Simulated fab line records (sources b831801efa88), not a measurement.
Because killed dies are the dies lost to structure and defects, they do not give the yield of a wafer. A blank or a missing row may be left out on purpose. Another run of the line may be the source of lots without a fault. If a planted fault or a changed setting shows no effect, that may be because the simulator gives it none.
Which of the tools did it? / flow sky130 / 36 wafers sampled from 12 lots at 1 step of a route of 708

== WHAT EACH GAUGE READ, for each wafer ==
SKY_FIELD_ISO_CD_MEAS_13: the cd target is 150 nm.
lot=L075; measured=day 2 09:10; on=cd sem-01; cd nm (nm)=149.6 148.8 149.1
lot=L077; measured=day 2 20:14; on=cd sem-02; cd nm (nm)=152.7 153.3 151.6
lot=L079; measured=day 3 06:31; on=cd sem-02; cd nm (nm)=148.5 149.2 148.6
lot=L081; measured=day 3 19:58; on=cd sem-01; cd nm (nm)=146.6 147.6 147.8
lot=L083; measured=day 4 03:10; on=cd sem-01; cd nm (nm)=151.7 152.5 149.6
lot=L085; measured=day 4 13:19; on=cd sem-01; cd nm (nm)=147.1 148.3 147.6
lot=L087; measured=day 5 00:35; on=cd sem-01; cd nm (nm)=149.0 148.4 148.9
lot=L089; measured=day 5 10:16; on=cd sem-02; cd nm (nm)=151.0 150.8 151.7
lot=L091; measured=day 5 19:56; on=cd sem-02; cd nm (nm)=148.7 148.4 150.8
lot=L093; measured=day 6 07:03; on=cd sem-02; cd nm (nm)=148.3 149.5 148.0
lot=L095; measured=day 6 16:51; on=cd sem-02; cd nm (nm)=150.5 150.0 149.3
lot=L097; measured=day 7 11:23; on=cd sem-01; cd nm (nm)=150.3 148.2 149.9

== WHAT TOOL EACH LOT RAN ON (gives the tool, then ch and the chambers of the sampled wafers, and finally the start) ==
There is no process step in the record ahead of these readings.

== THE ANSWER, worked out from the rows above alone ==
Rule: what is usual is taken from the lots themselves. The widest of any qualifying gaps counts: lots, ordered by their means at a reading, are off when they make up no more than a third of the lots, leave a main group of 4 or more, and stand apart from it by 3 or more times the standard deviation of that group's means. If all means in a main group match to the digits the tables above print for the reading, that group is not used. A lot without any number at a reading at which 4 lots or more have one is off too. Any other lot the step has rows for is counted as sound.
No lot is off on any of the readings shown, so nothing can be concluded from this.

== WHAT WAS PUT IN BY THE SIMULATOR ==
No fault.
